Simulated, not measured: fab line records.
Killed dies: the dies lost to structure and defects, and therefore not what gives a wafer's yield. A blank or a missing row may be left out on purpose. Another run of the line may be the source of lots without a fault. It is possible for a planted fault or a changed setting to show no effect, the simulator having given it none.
Matching of chambers / flow sky130 / SKY_METAL4_ETCH_17 on rie diel-03: 4 sister chambers
The step etches SiO2 in C4F8/O2/Ar, stops on TiN, time 3.9 s, target depth 15 nm. 4 wafers are shown with their chamber, then 7 later ones without.

WAFERS, EACH WITH ITS CHAMBER
wafer=L689.2; chamber=2; oes product au (a.u.)=0.760
wafer=L691.6; chamber=0; oes product au (a.u.)=0.769
wafer=L706.2; chamber=1; oes product au (a.u.)=0.744
wafer=L706.3; chamber=3; oes product au (a.u.)=0.746

WAFERS MISSING THEIR CHAMBER
wafer=L706.5; oes product au (a.u.)=0.763
wafer=L707.1; oes product au (a.u.)=0.758
wafer=L707.2; oes product au (a.u.)=0.748
wafer=L707.5; oes product au (a.u.)=0.751
wafer=L708.1; oes product au (a.u.)=0.739
wafer=L708.2; oes product au (a.u.)=0.755
wafer=L708.5; oes product au (a.u.)=0.755

THE CHAMBER EACH PASSED THROUGH
wafer=L706.5; from the rows above=can't be placed: 2 or 0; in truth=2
wafer=L707.1; from the rows above=2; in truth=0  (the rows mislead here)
wafer=L707.2; from the rows above=can't be placed: 3 or 1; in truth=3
wafer=L707.5; from the rows above=can't be placed: 3 or 1 or 2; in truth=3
wafer=L708.1; from the rows above=can't be placed: 1 or 3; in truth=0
wafer=L708.2; from the rows above=can't be placed: 2 or 3 or 1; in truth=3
wafer=L708.5; from the rows above=can't be placed: 2 or 3 or 1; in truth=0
Placed correctly: 0 of 7. Not placeable from these rows: 6 (in 4, the candidates include the true chamber). 1 placed wrongly.
How it was worked out, from the rows above alone: a wafer's distance from a chamber is the root of the sum, over the readings, of the square of ((its reading less the chamber's mean) divided by the reading's scatter). If the next closest chamber is less than 2 further off than the closest, the wafer can't be placed; otherwise it belongs to the closest. A chamber's mean is the mean of its shown wafers. The scatter: root of mean squared gap, hidden wafer to nearest shown wafer, with one shown wafer a chamber.
